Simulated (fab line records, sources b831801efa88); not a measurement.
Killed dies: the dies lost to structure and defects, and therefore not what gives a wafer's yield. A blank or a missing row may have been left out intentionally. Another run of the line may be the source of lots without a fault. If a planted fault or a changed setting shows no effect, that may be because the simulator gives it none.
Matching of chambers	flow sky130	SKY_LDD_LDN_CLEAN_14 on wet_bench-01 has 4 sister chambers
The step cleans in SC1/SC2, time 150 s. 16 wafers are shown with their chamber, then 8 later ones without.

== WAFERS WITH THEIR CHAMBER ==
wafer	chamber	bath_heat_duty_pct (%)
L315.2	0	10.8
L315.4	0	11.1
L315.6	0	11.6
L318.1	0	11.1
L318.2	0	11.3
L318.3	0	11.2
L319.4	1	13.2
L319.5	1	13.4
L319.6	1	13.7
L320.1	2	12.9
L320.2	2	14.3
L320.5	2	13.5
L321.3	3	12.3
L321.5	3	13.5
L321.6	3	13.4
L325.1	0	11.5

SIGNATURES (means of the wafers above)
reading	chamber 0	chamber 1	chamber 2	chamber 3	scatter within a chamber
bath_heat_duty_pct	11.229	13.433	13.567	13.067	0.45
Rule: a wafer lies at a distance from a chamber equal to the root of the sum of squares, over the readings, of (its reading less the chamber's mean, divided by the reading's scatter). The wafer belongs to the nearest chamber; if the next one is less than 2 further off, it can't be placed. The scatter is the square root of a quotient: the sum, over the shown wafers, of each reading's squared deviation from its chamber's mean, divided by wafers minus chambers.

== WAFERS WHOSE CHAMBER IS MISSING ==
wafer	bath_heat_duty_pct (%)
L325.5	11.8
L325.6	10.4
L329.1	14.0
L329.3	12.9
L329.6	12.7
L331.2	14.9
L331.3	12.9
L331.4	12.6

== WHICH CHAMBER EACH WENT THROUGH ==
wafer	from the rows above	in truth
L325.5	can't be placed: 0 or 3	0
L325.6	0	0
L329.1	can't be placed: 2 or 1 or 3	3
L329.3	can't be placed: 3 or 1 or 2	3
L329.6	can't be placed: 3 or 1 or 2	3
L331.2	can't be placed: 2 or 1 or 3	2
L331.3	can't be placed: 3 or 1 or 2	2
L331.4	can't be placed: 3 or 1 or 2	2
Correctly placed: 1 of 8. Unplaceable from these rows: 7, with the true chamber sitting among the candidates in 7. Number placed wrongly: 0.
